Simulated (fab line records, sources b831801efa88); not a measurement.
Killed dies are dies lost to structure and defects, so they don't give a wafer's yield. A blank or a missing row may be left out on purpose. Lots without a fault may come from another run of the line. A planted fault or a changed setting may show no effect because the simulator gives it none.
A struck lot beside a sound one | flow sky130 | 15 steps out of a route of 708
Sound: wafers L190.1, L190.2, L190.5. Struck: wafer L203.3. (L203.2, L203.4 of the same lot were not struck and are left out.) The cause comes at the end.
At each step with rows: each side's tool, then ch and its chambers, then its first start. Under that, the readings that differ: sound wafers | struck wafers | difference of the means | sigmas: that difference in standard deviations of wafers without a fault.
alike: readings whose means differ by less than 2 such deviations, and words and numbers that are the same on both sides. not compared: withheld readings, readings that some wafer has no value for, bounds like >300 that may hide the same value, and numbers for which the record gives no deviation and whose values overlap.
The two part at a step that has a row with sigmas, a row that says differs or no value, or rows on one side only. Numbers that don't overlap but have no deviation are shown without sigmas and don't part them. A reading that every wafer of one side lacks parts them only if that side has two wafers or more.

first, 9 steps without rows for these wafers: SKY_CAP2M_CLEAN_17 (cleans in O3/DIW); SKY_METAL4_DEHYDRATE_05 (time 60 s); SKY_METAL4_HMDS_06 (prime time 60 s); SKY_METAL4_COAT_07 (resist thk 60 nm); SKY_METAL4_COAT_08 (resist thk 1140 nm); SKY_METAL4_SOFTBAKE_09 (time 90 s); SKY_METAL4_EXPOSE_10 (exposes mask MM4, target cd 300 nm); SKY_METAL4_PEB_11; SKY_METAL4_DEVELOP_12 (develop time 60 s).
SKY_METAL4_CD_MEAS_13: target cd 300 nm.
  sound on cd_sem-02, day 43 22:09; struck on cd_sem-01, day 47 05:12
  alike: cd_nm
SKY_METAL4_OVL_MEAS_14:
  sound on overlay-02, day 43 22:16; struck on overlay-01, day 47 05:18
  alike: METAL4_OVL
SKY_METAL4_DESCUM_15: chemistry O2, time 8 s.
  sound on rie_metal-04 ch 0,1, day 43 22:18; struck on rie_metal-02 ch 1, day 47 05:20
  alike: drypump_motor_current_A, oes_product_au
  not compared: rf_hours_counter_h
SKY_METAL4_ETCH_16: etches BARC in N2/H2, stops on SiO2, time 88.2 s, target depth 60 nm.
  sound on rie_metal-04 ch 0,1, day 43 22:20; struck on rie_metal-02 ch 1, day 47 05:22
  reading    | sound           | struck | difference | sigmas
  bias_w (W) | 99.6 100.0 99.6 | 87.9   | -11.8      | -39
  alike: drypump_motor_current_A, oes_product_au, throttle_valve_pct
  not compared: rf_hours_counter_h
SKY_METAL4_ETCH_17: etches SiO2 in C4F8/O2/Ar, stops on TiN, time 3.9 s, target depth 15 nm.
  sound on rie_diel-01 ch 1,2,3, day 43 22:26; struck on rie_diel-04 ch 3, day 47 05:28
  alike: bias_w, oes_product_au
-- the record jumps here: 3 days lie between the struck wafers' starts before and after (it left off in module METAL4 and takes up again in module PAD_OPEN, whose first step shown is number 708 of the route) --
SKY_PAD_OPEN_PROBE_99:
  sound on prober-01, day 47 16:12; struck on prober-02, day 50 11:29
  alike: defect_limited_yield, killed_at_M0_to_M3, killed_at_M4_up, killed_at_contacts, killed_at_front_end, killed_at_other, killed_dies, killed_open, killed_short, sort_bin_3_pad_short, sort_bin_5_function, sort_bin_6_memory, sort_n_pass, sort_yield_pct

WHERE THEY PART
Only at SKY_METAL4_ETCH_16, within this record. Later steps at which nothing parts them and some readings are alike: SKY_METAL4_ETCH_17, SKY_PAD_OPEN_PROBE_99.

WHY: what the simulator had put in
Process parameter drift: rie_metal-02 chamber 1, from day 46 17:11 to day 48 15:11, at SKY_METAL4_ETCH_16. Setting bias_w, moved by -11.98, from 100. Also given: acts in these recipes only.
